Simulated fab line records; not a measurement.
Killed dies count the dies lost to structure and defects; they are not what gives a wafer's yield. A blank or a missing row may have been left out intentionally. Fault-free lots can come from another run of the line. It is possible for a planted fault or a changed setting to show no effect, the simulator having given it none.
Which tool did it? | flow sky130 | Sampling: 14 lots, 42 wafers, 2 of 708 route steps

WHAT EACH GAUGE READ, for each wafer
SKY_CONTACT_BOW_MEAS_05.
lot  | measured     | on            | CONTACT_BOW (um)
L488 | day 30 14:36 | film metro-02 | 91 79 81
L493 | day 32 20:25 | film metro-04 | 56 67 61
L494 | day 33 12:12 | film metro-04 | 60 61 48
L497 | day 34 13:46 | film metro-04 | 79 75 75
L500 | day 34 19:53 | film metro-04 | 69 83 72
L501 | day 35 00:05 | film metro-04 | 73 88 84
L502 | day 35 09:31 | film metro-03 | 78 82 74
L503 | day 35 09:43 | film metro-02 | 70 75 82
L505 | day 35 18:19 | film metro-02 | 77 82 90
L506 | day 36 04:28 | film metro-03 | 78 73 85
L508 | day 37 11:41 | film metro-02 | 84 84 90
L510 | day 37 12:38 | film metro-04 | 81 75 79
L509 | day 37 14:25 | film metro-04 | 76 86 70
L511 | day 37 22:22 | film metro-04 | 78 81 81

TOOL THAT RAN EACH LOT (tool first, then ch and the chambers of the sampled wafers, then the start)
lot  | SKY_CONTACT_HDPCVD_02
L488 | hdpcvd-02 ch 0,2, day 30 14:08
L493 | hdpcvd-01 ch 0,1, day 32 19:57
L494 | hdpcvd-01 ch 0,2, day 33 11:46
L497 | hdpcvd-02 ch 0,2, day 34 13:19
L500 | hdpcvd-01 ch 0,1, day 34 19:26
L501 | hdpcvd-01 ch 0,1,2, day 34 23:39
L502 | hdpcvd-02 ch 0,2, day 35 09:05
L503 | hdpcvd-01 ch 0,2, day 35 09:15
L505 | hdpcvd-01 ch 0,2, day 35 17:51
L506 | hdpcvd-02 ch 1,2, day 36 04:01
L508 | hdpcvd-01 ch 0,1,2, day 37 11:14
L510 | hdpcvd-02 ch 0,1,2, day 37 12:11
L509 | hdpcvd-02 ch 0,2, day 37 13:58
L511 | hdpcvd-02 ch 0,1,2, day 37 21:56
- SKY_CONTACT_HDPCVD_02: deposits SiO2, target thk 565 nm, time 94.2 s.

WHAT THE TOOLS THEMSELVES READ (means of the sampled wafers that have a number; where no wafer has one, the mark that the record gives instead)
SKY_CONTACT_HDPCVD_02.
lot  | tool      | pressure mtorr (mTorr) | run length s (s)
L488 | hdpcvd-02 | 6.007                  | 122.3
L493 | hdpcvd-01 | -                      | -
L494 | hdpcvd-01 | -                      | -
L497 | hdpcvd-02 | 6.007                  | 122.2
L500 | hdpcvd-01 | 5.995                  | 122.1
L501 | hdpcvd-01 | 6.005                  | 122.0
L502 | hdpcvd-02 | 6.006                  | 122.3
L503 | hdpcvd-01 | 6.001                  | 121.8
L505 | hdpcvd-01 | 6.016                  | 122.0
L506 | hdpcvd-02 | 5.997                  | 121.8
L508 | hdpcvd-01 | 6.012                  | 121.9
L510 | hdpcvd-02 | 6.007                  | 121.8
L509 | hdpcvd-02 | 6.006                  | 122.0
L511 | hdpcvd-02 | 6.018                  | 121.8

THE ANSWER, worked out from the rows above alone
Rule: what is usual is taken from the lots themselves. The widest of any qualifying gaps counts: lots, ordered by their means at a reading, are off when they make up no more than a third of the lots, leave a main group of 4 or more, and stand apart from it by 3 or more times the standard deviation of that group's means. A main group is skipped when, at the precision printed for the reading in the tables above, its means are all equal. A lot without any number at a reading at which 4 lots or more have one is off too. Where the step has rows for the other lots, those lots are counted as sound. After the gauges, taken in route order, come the tools' own readings; for these a lot's mean is taken, as printed above. The first step at which some lot is off is used, and at that step the reading that is off furthest; a lot without a number counts as furthest.
Off: L493, L494, at SKY_CONTACT_BOW_MEAS_05 (CONTACT_BOW). For the main group the mean is 79 um and the standard deviation 3.3.
If a tool, at a process step before that reading, ran all the lots that are off and no sound lot after the first of them, it fits. The gauges at SKY_CONTACT_BOW_MEAS_05 aren't tried: what is off there is off at SKY_CONTACT_HDPCVD_02 too, on other tools, and a gauge's error can't cause that. No candidate that was tried fits.

WHAT THE SIMULATOR HAD PUT IN
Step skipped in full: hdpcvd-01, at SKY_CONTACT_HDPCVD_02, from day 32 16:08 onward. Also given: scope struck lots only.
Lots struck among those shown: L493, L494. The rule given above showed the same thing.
